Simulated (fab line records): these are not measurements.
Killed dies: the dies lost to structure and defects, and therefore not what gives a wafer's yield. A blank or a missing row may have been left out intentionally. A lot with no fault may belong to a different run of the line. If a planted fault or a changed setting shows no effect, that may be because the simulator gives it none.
Which tool did it? :: flow gf180mcu :: 11 lots, 33 wafers sampled, at 4 steps of a route of 602

WHAT THE GAUGES READ, wafer by wafer
GF_VT_IMPLANT_RS_MEAS_46: a four-point-probe measurement.
lot: L299
measured: day 7 21:58
on: film metro-03
MVSD_RS (ohm/sq): 455.3 454.8 456.4

lot: L302
measured: day 8 15:49
on: film metro-04
MVSD_RS (ohm/sq): 457.4 456.4 457.0

lot: L303
measured: day 8 18:34
on: film metro-04
MVSD_RS (ohm/sq): 458.3 457.1 456.4

lot: L307
measured: day 10 01:48
on: film metro-03
MVSD_RS (ohm/sq): 453.2 454.6 452.9

lot: L309
measured: day 10 17:01
on: film metro-03
MVSD_RS (ohm/sq): 481.0 479.9 480.9

lot: L311
measured: day 11 02:28
on: film metro-03
MVSD_RS (ohm/sq): 480.0 479.2 481.0

lot: L313
measured: day 11 15:01
on: film metro-01
MVSD_RS (ohm/sq): 457.1 456.8 457.0

lot: L315
measured: day 12 01:26
on: film metro-01
MVSD_RS (ohm/sq): 458.0 457.0 457.3

lot: L317
measured: day 12 18:07
on: film metro-04
MVSD_RS (ohm/sq): 457.9 458.0 457.1

lot: L320
measured: day 13 13:19
on: film metro-03
MVSD_RS (ohm/sq): 457.4 456.2 458.3

lot: L321
measured: day 13 23:15
on: film metro-04
MVSD_RS (ohm/sq): 456.9 455.4 457.0

WHAT TOOL EACH LOT RAN ON (gives the tool, then ch and the chambers of the sampled wafers, and finally the start)
lot: L299
GF_STI_ETCH_14: rie si-01 ch 0,1,3, day 2 07:49
GF_DNWELL_STRIP_08: plasma asher-03 ch 0,1, day 3 01:01
GF_MVSD_IMPLANT_09: implanter-03 ch 0, day 4 17:22

lot: L302
GF_STI_ETCH_14: rie si-01 ch 1,2, day 2 22:19
GF_DNWELL_STRIP_08: plasma asher-03 ch 0, day 3 15:40
GF_MVSD_IMPLANT_09: implanter-04 ch 0, day 5 08:37

lot: L303
GF_STI_ETCH_14: rie si-01 ch 0,3, day 3 03:28
GF_DNWELL_STRIP_08: plasma asher-02 ch 0,1, day 3 20:37
GF_MVSD_IMPLANT_09: implanter-04 ch 0, day 5 12:32

lot: L307
GF_STI_ETCH_14: rie si-02 ch 0,3, day 4 01:19
GF_DNWELL_STRIP_08: plasma asher-02 ch 0,1, day 4 19:17
GF_MVSD_IMPLANT_09: implanter-01 ch 0, day 6 14:58

lot: L309
GF_STI_ETCH_14: rie si-01 ch 0,2, day 4 10:55
GF_DNWELL_STRIP_08: plasma asher-01 ch 0, day 5 07:04
GF_MVSD_IMPLANT_09: implanter-01 ch 0, day 7 04:54

lot: L311
GF_STI_ETCH_14: rie si-02 ch 0,2,3, day 4 20:43
GF_DNWELL_STRIP_08: plasma asher-02 ch 0,1, day 5 15:31
GF_MVSD_IMPLANT_09: implanter-01 ch 0, day 7 13:49

lot: L313
GF_STI_ETCH_14: rie si-01 ch 0,1,3, day 5 07:13
GF_DNWELL_STRIP_08: plasma asher-03 ch 0,1, day 6 02:19
GF_MVSD_IMPLANT_09: implanter-03 ch 0, day 8 01:10

lot: L315
GF_STI_ETCH_14: rie si-02 ch 0,1,3, day 5 16:34
GF_DNWELL_STRIP_08: plasma asher-02 ch 1, day 6 11:58
GF_MVSD_IMPLANT_09: implanter-03 ch 0, day 8 11:05

lot: L317
GF_STI_ETCH_14: rie si-02 ch 0,2,3, day 6 04:22
GF_DNWELL_STRIP_08: plasma asher-03 ch 0,1, day 7 00:12
GF_MVSD_IMPLANT_09: implanter-03 ch 0, day 9 01:54

lot: L320
GF_STI_ETCH_14: rie si-02 ch 0,1,3, day 6 19:49
GF_DNWELL_STRIP_08: plasma asher-03 ch 0,1, day 7 15:16
GF_MVSD_IMPLANT_09: implanter-04 ch 0, day 9 17:30

lot: L321
GF_STI_ETCH_14: rie si-01 ch 0,2,3, day 7 00:10
GF_DNWELL_STRIP_08: plasma asher-03 ch 0,1, day 7 21:16
GF_MVSD_IMPLANT_09: implanter-01 ch 0, day 10 00:40
- GF_STI_ETCH_14: etches Si in HBr/Cl2/O2, target depth 360 nm, time 102.9 s.
- GF_DNWELL_STRIP_08: strips in O2/N2.
- GF_MVSD_IMPLANT_09

THE ANSWER, worked out from the rows above alone
Rule: usual is defined by the lots themselves. Put in order of their means at a reading, lots are off if they are a third of the lots or fewer, leave a main group of 4 or more, and stand apart from it by a gap of 3 or more times the standard deviation of the main group's means; of several such gaps the widest counts. A main group whose means are all the same, to the digits that the tables above print for the reading, isn't used. A lot without any number at a reading at which 4 lots or more have one is off too. The other lots that the step has rows for count as sound.
Off: L309, L311, seen at GF_VT_IMPLANT_RS_MEAS_46 (MVSD_RS). Mean 456.6 ohm/sq and standard deviation 1.2 in the main group.
A tool fits if, at a process step before that reading, it ran every lot that is off, and no sound lot after the first of them. Those tools and the gauges at GF_VT_IMPLANT_RS_MEAS_46 are tried in the same way. Not one of the candidates tried fits.

WHAT THE SIMULATOR HAD PUT IN
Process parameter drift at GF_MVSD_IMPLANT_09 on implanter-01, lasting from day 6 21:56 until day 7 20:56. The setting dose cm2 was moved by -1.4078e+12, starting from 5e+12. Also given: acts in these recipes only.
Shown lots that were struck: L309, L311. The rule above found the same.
